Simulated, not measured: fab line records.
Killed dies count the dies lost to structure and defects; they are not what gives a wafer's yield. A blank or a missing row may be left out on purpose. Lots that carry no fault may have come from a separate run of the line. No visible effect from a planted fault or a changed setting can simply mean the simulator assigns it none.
fab line records | flow sky130 | part 1 of 2: steps 1 to 33 of 46
[record] lots = 5 wafers = 15 last-day = 50
route steps=708 shown VT_ADJUST_HVTR@137 VT_ADJUST_PCH@143 SONOS_TUNNEL@154 SONOS_ONO@168
lots untouched by any fault: they come from a run of this same line in which no faults occurred
start-h: start of the lot's first displayed wafer, in hours after the record's first day | wait-h: time in hours since the lot's previous step | " the same as in the row above | L1.1+2: a row that stands for several wafers | - either no value or no given start | * or withheld: withheld | < > ~ a bound
route shown NAME@n: NAME is a module with steps in the file, n the number in the route of the first one | usual: average and standard deviation across the fault-free wafers | same: alike in all rows | chamber/n: place in a boat | sites: the reading at each site | _std_site: the values' standard deviation | _edge_site: outer sites' mean less inner sites' | radius-mm: for every site, how far away it sits from the centre of the wafer | mask NAME#n: copy n | behind: tool/chamber where the wafer was last shaped | hold: what put the lot on hold/how long, in hours/how the hold closed | device: the transistor (n, p or np) that didn't switch | end of line: tests of these same wafers at the route's end | where a step has no rows: the recipe by itself | killed: count of dies lost to structure and defects at first sort (not the wafer's yield) | map: per-die view of a wafer (x killed, . not killed, _ where there is no die)
set.NAME: setting as actually run; set.NAME@STEP: the setting as run at that earlier step | model.NAME: the simulator's own value behind a step, which no gauge read
a table for each step, a row for each wafer; lots at some steps of the route
services: the hour from which a tool's chamber was out of use, counted from the record's first day as start-h (under 0 if before that day), plus the number of hours and why
[[steps]]
[step SKY_VT_ADJUST_HVTR_DEVELOP_06]
[recipe] develop-time-s = 60 dev-temp-c = 23
// columns lot.wafer tool chamber start-h wait-h
L079.3+4+6 litho-track-04 0 239.34 0.1
L082.1+4+5 litho-track-01 0 263.31 0.1
L084.2+3+5 litho-track-03 0 271.86 0.1
L093.1+3+5 litho-track-03 0 346.78 0.1
L097.2+4+5 litho-track-01 0 369.08 0.1
[step SKY_VT_ADJUST_HVTR_CD_MEAS_07]
[recipe] target-cd-nm = 380
[usual] cd-nm = 380.4/2.5
// columns lot.wafer tool chamber start-h wait-h cd-nm
L079.3 cd-sem-02 - 239.48 0.1 383.1
L079.4 " - " " 382.0
L079.6 " - " " 380.0
L082.1 cd-sem-02 - 263.46 0.1 381.3
L082.4 " - " " 380.4
L082.5 " - " " 381.9
L084.2 cd-sem-01 - 272.00 0.1 378.3
L084.3 " - " " 377.5
L084.5 " - " " 378.2
L093.1 cd-sem-02 - 346.93 0.1 381.3
L093.3 " - " " 381.7
L093.5 " - " " 381.6
L097.2 cd-sem-01 - 369.23 0.1 380.0
L097.4 " - " " 383.6
L097.5 " - " " 377.9
[step SKY_VT_ADJUST_HVTR_OVL_MEAS_08]
[usual] VT_ADJUST_HVTR_OVL = 0.8/1.3
// columns lot.wafer tool chamber start-h wait-h VT_ADJUST_HVTR_OVL[nm]
L079.3 overlay-02 - 239.57 0.1 0.6
L079.4 " - " " 0.1
L079.6 " - " " -0.3
L082.1 overlay-01 - 263.58 0.1 -0.9
L082.4 " - " " 0.0
L082.5 " - " " 0.8
L084.2 overlay-02 - 272.11 0.1 0.2
L084.3 " - " " 2.6
L084.5 " - " " 0.1
L093.1 overlay-01 - 347.05 0.1 0.5
L093.3 " - " " -0.6
L093.5 " - " " 0.1
L097.2 overlay-02 - 369.33 0.1 0.7
L097.4 " - " " 0.3
L097.5 " - " " 0.8
[step SKY_VT_ADJUST_HVTR_IMPLANT_09]
[recipe] species = B energy-kev = 10 dose-cm2 = 2.1e+12 tilt-deg = withheld
// columns lot.wafer tool chamber start-h wait-h
L079.3+4+6 implanter-03 0 239.64 0.1
L082.1+4+5 implanter-03 0 263.61 0.0
L084.2+3+5 implanter-03 0 272.16 0.0
L093.1+3+5 implanter-04 0 347.09 0.0
L097.2+4+5 implanter-03 0 369.39 0.0
[step SKY_VT_ADJUST_HVTR_STRIP_10]
[recipe] chemistry = O2/N2 power-w = 1400 pressure-mtorr = 1500 platen-temp-c = withheld o2-flow-sccm = 3000 n2-flow-sccm = 300 overash-fraction = 0.5
[usual] drypump-motor-current-A = 5.7/0.39 oes-product-au = 0.715/0.0047 strip-time-to-endpoint-s = 14.18/0.039
// columns lot.wafer tool chamber start-h wait-h drypump-motor-current-A oes-product-au rf-hours-counter-h strip-time-to-endpoint-s
L079.3 plasma-asher-01 1 239.78 0.1 5.5 0.721 - 14.20
L079.4 " 0 " " 5.3 0.717 - 14.17
L079.6 " 1 " " 5.5 0.719 - 14.20
L082.1 plasma-asher-02 1 263.76 0.1 5.1 0.712 57 14.26
L082.4 " 0 " " 5.9 0.714 - 14.21
L082.5 " 1 " " 5.1 0.714 - 14.24
L084.2 plasma-asher-02 0 272.29 0.1 5.9 0.723 58 14.21
L084.3 " 0 " " 5.9 0.718 - 14.20
L084.5 " 0 " " 5.9 0.712 - 14.18
L093.1 plasma-asher-02 1 347.24 0.1 5.1 0.714 65 14.17
L093.3 " 1 " " 5.1 0.713 - 14.16
L093.5 " 1 " " 5.1 0.717 - 14.20
L097.2 plasma-asher-04 0 369.51 0.1 5.8 0.712 24 14.19
L097.4 " 0 " " 5.8 0.713 - 14.21
L097.5 " 0 " " 5.8 0.726 - 14.15
[step SKY_VT_ADJUST_HVTR_TW_MEAS_11]
[usual] VT_ADJUST_HVTR_TW = 210.7/1.8
// columns lot.wafer tool chamber start-h wait-h VT_ADJUST_HVTR_TW
L079.3 film-metro-02 - 239.86 0.1 211.2
L079.4 " - " " 211.3
L079.6 " - " " 211.6
L082.1 film-metro-02 - 263.86 0.1 211.8
L082.4 " - " " 211.1
L082.5 " - " " 211.5
L084.2 film-metro-01 - 272.40 0.1 212.0
L084.3 " - " " 212.5
L084.5 " - " " 212.2
L093.1 film-metro-02 - 347.34 0.1 211.2
L093.3 " - " " 211.1
L093.5 " - " " 211.8
L097.2 film-metro-01 - 369.62 0.1 213.2
L097.4 " - " " 212.2
L097.5 " - " " 212.1
[step SKY_VT_ADJUST_PCH_DEHYDRATE_00]
[recipe] temp-c = 200 time-s = 60
// columns lot.wafer tool chamber start-h wait-h
L079.3+4+6 litho-track-04 0 251.04 11.2
L082.1+4+5 litho-track-01 0 275.06 11.2
L084.2+3+5 litho-track-04 0 283.76 11.4
L093.1+3+5 litho-track-02 0 360.37 13.0
L097.2+4+5 litho-track-02 0 383.45 13.8
[step SKY_VT_ADJUST_PCH_HMDS_01]
[recipe] prime-time-s = 60 prime-temp-c = 120
// columns lot.wafer tool chamber start-h wait-h
L079.3+4+6 litho-track-04 0 251.19 0.1
L082.1+4+5 litho-track-01 0 275.21 0.1
L084.2+3+5 litho-track-04 0 283.91 0.1
L093.1+3+5 litho-track-02 0 360.52 0.1
L097.2+4+5 litho-track-02 0 383.60 0.1
[step SKY_VT_ADJUST_PCH_COAT_02]
[recipe] spin-rpm = 2000 resist-thk-nm = 3000
[usual] spin-speed-rpm = 2000.0/1.4
// columns lot.wafer tool chamber start-h wait-h spin-speed-rpm
L079.3 litho-track-04 0 251.34 0.1 2000.3
L079.4 " 0 " " 2000.9
L079.6 " 0 " " 2000.9
L082.1 litho-track-01 0 275.36 0.1 1999.9
L082.4 " 0 " " 1999.6
L082.5 " 0 " " 1999.7
L084.2 litho-track-04 0 284.06 0.1 1999.8
L084.3 " 0 " " 2000.0
L084.5 " 0 " " 1999.6
L093.1 litho-track-02 0 360.67 0.1 2000.6
L093.3 " 0 " " 2001.2
L093.5 " 0 " " 1999.6
L097.2 litho-track-02 0 383.75 0.1 1998.6
L097.4 " 0 " " 2000.6
L097.5 " 0 " " 2001.6
[step SKY_VT_ADJUST_PCH_SOFTBAKE_03]
[recipe] temp-c = 110 time-s = withheld
// columns lot.wafer tool chamber start-h wait-h
L079.3+4+6 litho-track-04 0 251.51 0.1
L082.1+4+5 litho-track-01 0 275.51 0.1
L084.2+3+5 litho-track-04 0 284.22 0.1
L093.1+3+5 litho-track-02 0 360.82 0.1
L097.2+4+5 litho-track-02 0 383.91 0.1
[step SKY_VT_ADJUST_PCH_EXPOSE_04]
[recipe] mask-id = NWM na = 0.6 source-shape = conventional sigma-outer = 0.6 polarization = unpolarized target-cd-nm = 840 dose-mj = 255
// columns lot.wafer tool chamber start-h wait-h mask
L079.3+4+6 iline-stepper-02 0 - - NWM#0
L082.1+4+5 iline-stepper-01 0 - - NWM#0
L084.2+3+5 iline-stepper-02 0 - - NWM#0
L093.1+3+5 iline-stepper-02 0 - - NWM#0
L097.2+4+5 iline-stepper-01 0 - - NWM#0
[step SKY_VT_ADJUST_PCH_PEB_05]
[recipe] temp-c = 115 time-s = withheld
// columns lot.wafer tool chamber start-h wait-h
L079.3+4+6 litho-track-02 0 - -
L082.1+4+5 litho-track-04 0 - -
L084.2+3+5 litho-track-01 0 - -
L093.1+3+5 litho-track-04 0 - -
L097.2+4+5 litho-track-02 0 - -
[step SKY_VT_ADJUST_PCH_DEVELOP_06]
[recipe] wall-angle-deg = 90 developer = TMAH develop-time-s = 60 dev-temp-c = 23
// columns lot.wafer tool chamber start-h wait-h
L079.3+4+6 litho-track-02 0 - -
L082.1+4+5 litho-track-04 0 - -
L084.2+3+5 litho-track-01 0 - -
L093.1+3+5 litho-track-04 0 - -
L097.2+4+5 litho-track-02 0 - -
[step SKY_VT_ADJUST_PCH_OVL_MEAS_07]
[usual] VT_ADJUST_PCH_OVL = 0.3/1.6
// columns lot.wafer tool chamber start-h wait-h VT_ADJUST_PCH_OVL[nm]
L079.3 overlay-01 - 263.99 - -0.7
L079.4 " - " " -1.2
L079.6 " - " " -0.6
L082.1 overlay-01 - 288.14 - 0.3
L082.4 " - " " 0.7
L082.5 " - " " -0.5
L084.2 overlay-02 - 297.11 - 2.1
L084.3 " - " " 5.4
L084.5 " - " " 2.7
L093.1 overlay-01 - 374.94 - 2.9
L093.3 " - " " 0.8
L093.5 " - " " 1.4
L097.2 overlay-01 - 398.03 - -1.8
L097.4 " - " " -1.9
L097.5 " - " " -1.5
[step SKY_VT_ADJUST_PCH_IMPLANT_08]
[recipe] species = B energy-kev = 10 dose-cm2 = 5e+11 tilt-deg = withheld
// columns lot.wafer tool chamber start-h wait-h
L079.3+4+6 implanter-04 0 264.06 0.1
L082.1+4+5 implanter-01 0 288.17 0.0
L084.2+3+5 implanter-03 0 297.17 0.0
L093.1+3+5 implanter-01 0 374.97 0.0
L097.2+4+5 implanter-04 0 398.08 0.0
[step SKY_VT_ADJUST_PCH_STRIP_09]
[recipe] chemistry = O2/N2 power-w = 1400 pressure-mtorr = 1500 platen-temp-c = withheld o2-flow-sccm = 3000 n2-flow-sccm = 300 overash-fraction = 0.5
[usual] drypump-motor-current-A = 5.71/0.28 oes-product-au = 0.722/0.0042 strip-time-to-endpoint-s = 36.97/0.094
// columns lot.wafer tool chamber start-h wait-h drypump-motor-current-A oes-product-au rf-hours-counter-h strip-time-to-endpoint-s
L079.3 plasma-asher-03 0 264.19 0.1 5.73 0.720 - 36.79
L079.4 " 1 " " 5.49 0.722 - 36.88
L079.6 " 0 " " 5.74 0.720 - 36.77
L082.1 plasma-asher-01 0 288.32 0.1 5.29 0.717 47 36.94
L082.4 " 1 " " 5.55 0.723 - 36.92
L082.5 " 0 " " 5.28 0.720 - 36.92
L084.2 plasma-asher-04 1 297.29 0.1 6.18 0.725 17 37.01
L084.3 " 0 " " 5.81 0.721 - 37.01
L084.5 " 1 " " 6.19 0.722 - 36.92
L093.1 plasma-asher-04 0 375.12 0.1 5.80 0.724 24 36.89
L093.3 " 0 " " 5.76 0.717 - 37.03
L093.5 " 0 " " 5.80 0.725 - 37.10
L097.2 plasma-asher-03 1 398.21 0.1 5.47 0.710 71 36.86
L097.4 " 0 " " 5.72 0.720 - 36.95
L097.5 " 0 " " 5.71 0.719 - 36.86
[step SKY_VT_ADJUST_PCH_TW_MEAS_10]
[usual] VT_ADJUST_PCH_TW = 142.9/0.73
// columns lot.wafer tool chamber start-h wait-h VT_ADJUST_PCH_TW
L079.3 film-metro-01 - 264.28 0.1 143.1
L079.4 " - " " 142.9
L079.6 " - " " 143.6
L082.1 film-metro-02 - 288.42 0.1 143.2
L082.4 " - " " 143.1
L082.5 " - " " 142.3
L084.2 film-metro-01 - 297.40 0.1 143.0
L084.3 " - " " 143.4
L084.5 " - " " 143.3
L093.1 film-metro-04 - 375.22 0.1 142.0
L093.3 " - " " 143.6
L093.5 " - " " 142.7
L097.2 film-metro-04 - 398.32 0.1 143.1
L097.4 " - " " 143.2
L097.5 " - " " 143.6
[step SKY_SONOS_TUNNEL_DEHYDRATE_00]
[recipe] temp-c = 200 time-s = 60
// columns lot.wafer tool chamber start-h wait-h
L079.3+4+6 litho-track-03 0 275.78 11.5
L082.1+4+5 litho-track-04 0 300.44 12.0
L084.2+3+5 litho-track-04 0 309.26 11.9
L093.1+3+5 litho-track-03 0 388.83 13.6
L097.2+4+5 litho-track-03 0 412.11 13.8
[step SKY_SONOS_TUNNEL_HMDS_01]
[recipe] prime-time-s = 60 prime-temp-c = 120
// columns lot.wafer tool chamber start-h wait-h
L079.3+4+6 litho-track-03 0 275.93 0.1
L082.1+4+5 litho-track-04 0 300.59 0.1
L084.2+3+5 litho-track-04 0 309.41 0.1
L093.1+3+5 litho-track-03 0 388.98 0.1
L097.2+4+5 litho-track-03 0 412.26 0.1
[step SKY_SONOS_TUNNEL_COAT_02]
[recipe] resist = NOVOLAK spin-rpm = 3000 resist-thk-nm = 1140
[usual] spin-speed-rpm = 2999.7/1.8
// columns lot.wafer tool chamber start-h wait-h spin-speed-rpm
L079.3 litho-track-03 0 276.08 0.1 3001.5
L079.4 " 0 " " 2999.9
L079.6 " 0 " " 3000.1
L082.1 litho-track-04 0 300.74 0.1 3002.3
L082.4 " 0 " " 3000.8
L082.5 " 0 " " 2997.6
L084.2 litho-track-04 0 309.56 0.1 2997.8
L084.3 " 0 " " 2998.4
L084.5 " 0 " " 2999.5
L093.1 litho-track-03 0 389.13 0.1 2996.7
L093.3 " 0 " " 2995.8
L093.5 " 0 " " 2998.9
L097.2 litho-track-03 0 412.41 0.1 3001.7
L097.4 " 0 " " 3002.1
L097.5 " 0 " " 3001.8
[step SKY_SONOS_TUNNEL_SOFTBAKE_03]
[recipe] temp-c = 90 time-s = 60 resist = NOVOLAK
// columns lot.wafer tool chamber start-h wait-h
L079.3+4+6 litho-track-03 0 276.23 0.1
L082.1+4+5 litho-track-04 0 300.89 0.1
L084.2+3+5 litho-track-04 0 309.71 0.1
L093.1+3+5 litho-track-03 0 389.28 0.1
L097.2+4+5 litho-track-03 0 412.56 0.1
[step SKY_SONOS_TUNNEL_EXPOSE_04]
[recipe] mask-id = TUNM na = 0.6 source-shape = conventional sigma-outer = 0.6 polarization = unpolarized target-cd-nm = 410 dose-mj = 136
// columns lot.wafer tool chamber start-h wait-h mask
L079.3+4+6 iline-stepper-01 0 - - TUNM#0
L082.1+4+5 iline-stepper-02 0 - - TUNM#0
L084.2+3+5 iline-stepper-01 0 - - TUNM#0
L093.1+3+5 iline-stepper-01 0 - - TUNM#0
L097.2+4+5 iline-stepper-01 0 - - TUNM#0
[step SKY_SONOS_TUNNEL_PEB_05]
[recipe] temp-c = withheld time-s = * resist = NOVOLAK
// columns lot.wafer tool chamber start-h wait-h
L079.3+4+6 litho-track-03 0 - -
L082.1+4+5 litho-track-04 0 - -
L084.2+3+5 litho-track-04 0 - -
L093.1+3+5 litho-track-04 0 - -
L097.2+4+5 litho-track-04 0 - -
[step SKY_SONOS_TUNNEL_DEVELOP_06]
[recipe] resist = NOVOLAK developer = TMAH develop-time-s = 60 dev-temp-c = 23
// columns lot.wafer tool chamber start-h wait-h
L079.3+4+6 litho-track-03 0 288.38 0.1
L082.1+4+5 litho-track-04 0 313.54 0.1
L084.2+3+5 litho-track-04 0 321.41 0.1
L093.1+3+5 litho-track-04 0 404.14 0.1
L097.2+4+5 litho-track-04 0 426.36 0.1
[step SKY_SONOS_TUNNEL_CD_MEAS_07]
[recipe] target-cd-nm = 410
[usual] cd-nm = 410.0/2.3
// columns lot.wafer tool chamber start-h wait-h cd-nm
L079.3 cd-sem-02 - 288.52 0.1 408.9
L079.4 " - " " 410.0
L079.6 " - " " 409.0
L082.1 cd-sem-01 - 313.69 0.1 408.9
L082.4 " - " " 411.0
L082.5 " - " " 407.6
L084.2 cd-sem-02 - 321.56 0.1 411.7
L084.3 " - " " 411.6
L084.5 " - " " 411.7
L093.1 cd-sem-01 - 404.29 0.1 408.2
L093.3 " - " " 407.7
L093.5 " - " " 407.4
L097.2 cd-sem-01 - 426.51 0.1 410.1
L097.4 " - " " 408.8
L097.5 " - " " 409.8
[step SKY_SONOS_TUNNEL_OVL_MEAS_08]
[usual] SONOS_TUNNEL_OVL = 0.0/1.3
// columns lot.wafer tool chamber start-h wait-h SONOS_TUNNEL_OVL[nm]
L079.3 overlay-01 - 288.61 0.1 -0.9
L079.4 " - " " -0.8
L079.6 " - " " 1.3
L082.1 overlay-01 - 313.81 0.1 -0.7
L082.4 " - " " -0.5
L082.5 " - " " 1.2
L084.2 overlay-01 - 321.66 0.1 -1.4
L084.3 " - " " -1.9
L084.5 " - " " -0.2
L093.1 overlay-02 - 404.41 0.1 1.1
L093.3 " - " " 1.3
L093.5 " - " " 2.0
L097.2 overlay-02 - 426.61 0.1 0.9
L097.4 " - " " -0.2
L097.5 " - " " -0.1
[step SKY_SONOS_TUNNEL_IMPLANT_09]
[recipe] species = B energy-kev = 20 dose-cm2 = 1e+12 tilt-deg = withheld
// columns lot.wafer tool chamber start-h wait-h
L079.3+4+6 implanter-01 0 288.69 0.1
L082.1+4+5 implanter-02 0 313.84 0.0
L084.2+3+5 implanter-03 0 321.72 0.0
L093.1+3+5 implanter-02 0 404.44 0.0
L097.2+4+5 implanter-02 0 426.67 0.0
[step SKY_SONOS_TUNNEL_WET_ETCH_10]
[recipe] chemistry = dHF target-depth-nm = 14 target = SiO2 dilution = 100:1 temp-c = 25 time-s = 280
// columns lot.wafer tool chamber start-h wait-h
L079.3+4+6 wet-bench-03 2 288.79 0.1
L082.1+4+5 wet-bench-03 0 313.99 0.1
L084.2+3+5 wet-bench-03 2 321.84 0.1
L093.1+3+5 wet-bench-02 2 404.59 0.1
L097.2+4+5 wet-bench-03 3 426.79 0.1
[step SKY_SONOS_TUNNEL_STRIP_11]
[recipe] chemistry = SPM time-s = 600 temp-c = 130
// columns lot.wafer tool chamber start-h wait-h
L079.3+4+6 wet-bench-02 3 288.87 0.0
L082.1+4+5 wet-bench-02 1 314.08 0.0
L084.2+3+5 wet-bench-02 2 321.93 0.0
L093.1+3+5 wet-bench-03 3 404.77 0.0
L097.2+4+5 wet-bench-04 1 426.89 0.0
[step SKY_SONOS_TUNNEL_TW_MEAS_12]
[usual] SONOS_TUNNEL_TW = 196.8/1.8
// columns lot.wafer tool chamber start-h wait-h SONOS_TUNNEL_TW
L079.3 film-metro-04 - 289.07 0.0 199.4
L079.4 " - " " 198.8
L079.6 " - " " 199.0
L082.1 film-metro-04 - 314.26 0.0 197.7
L082.4 " - " " 197.1
L082.5 " - " " 198.6
L084.2 film-metro-04 - 322.29 0.0 198.7
L084.3 " - " " 198.9
L084.5 " - " " 198.1
L093.1 film-metro-02 - 404.96 0.0 196.8
L093.3 " - " " 196.6
L093.5 " - " " 197.1
L097.2 film-metro-03 - 427.09 0.0 194.9
L097.4 " - " " 194.9
L097.5 " - " " 195.3
[step SKY_SONOS_TUNNEL_CLEAN_13]
[recipe] chemistry = dHF time-s = 20 dilution = 100:1 dry = ipa-marangoni
// columns lot.wafer tool chamber start-h wait-h
L079.3+4+6 wet-bench-04 0 289.11 0.0
L082.1+4+5 wet-bench-02 3 314.32 0.1
L084.2+3+5 wet-bench-04 2 322.34 0.0
L093.1+3+5 wet-bench-02 0 405.02 0.1
L097.2+4+5 wet-bench-03 2 427.14 0.0
[step SKY_SONOS_ONO_OXIDATION_00]
[recipe] temp-c = 800 ambient = O2 idle-temp-c = 700 ramp-up-c-per-min = 10 ramp-down-c-per-min = 3 stabilise-s = 600 purge-s = 300 target-thk-a = 26 ox-time-s = 1249
[usual] spike-tc-lower-C = 800.4/0.91 zone-power-lower-pct = 14.9/1.2
[same] stabilise-s = 600
// columns lot.wafer tool chamber start-h wait-h spike-tc-lower-C zone-power-lower-pct
L079.3 furnace-01 0 289.56 0.4 800.6 16.0
L079.4 " 0 " " 800.0 16.2
L079.6 " 0 " " 801.0 16.0
L082.1 furnace-02 0 316.05 1.7 799.1 13.6
L082.4 " 0 " " 800.5 13.6
L082.5 " 0 " " 800.8 13.7
L084.2 furnace-01 0 324.45 2.1 800.0 16.0
L084.3 " 0 " " 801.3 16.2
L084.5 " 0 " " 799.5 16.2
L093.1 furnace-02 0 406.03 1.0 800.9 13.6
L093.3 " 0 " " 801.7 13.7
L093.5 " 0 " " 801.7 13.6
L097.2 furnace-01 0 428.62 1.5 800.8 16.1
L097.4 " 0 " " 800.8 16.0
L097.5 " 0 " " 799.7 16.2
[step SKY_SONOS_ONO_THK_MEAS_01]
[recipe] reads = SiO2_of_SONOS_ONO_OXIDATION_00
[usual] SONOS_ONO_OXIDATION_THK = 2.61/0.054
// columns lot.wafer tool chamber start-h wait-h SONOS_ONO_OXIDATION_THK[nm]
L079.3 film-metro-03 - 290.92 0.0 2.63
L079.4 " - " " 2.67
L079.6 " - " " 2.57
L082.1 film-metro-01 - 317.40 0.0 2.74
L082.4 " - " " 2.68
L082.5 " - " " 2.67
L084.2 film-metro-01 - 325.80 0.0 2.59
L084.3 " - " " 2.62
L084.5 " - " " 2.61
L093.1 film-metro-04 - 407.38 0.0 2.62
L093.3 " - " " 2.58
L093.5 " - " " 2.54
L097.2 film-metro-04 - 429.97 0.0 2.54
L097.4 " - " " 2.48
L097.5 " - " " 2.54
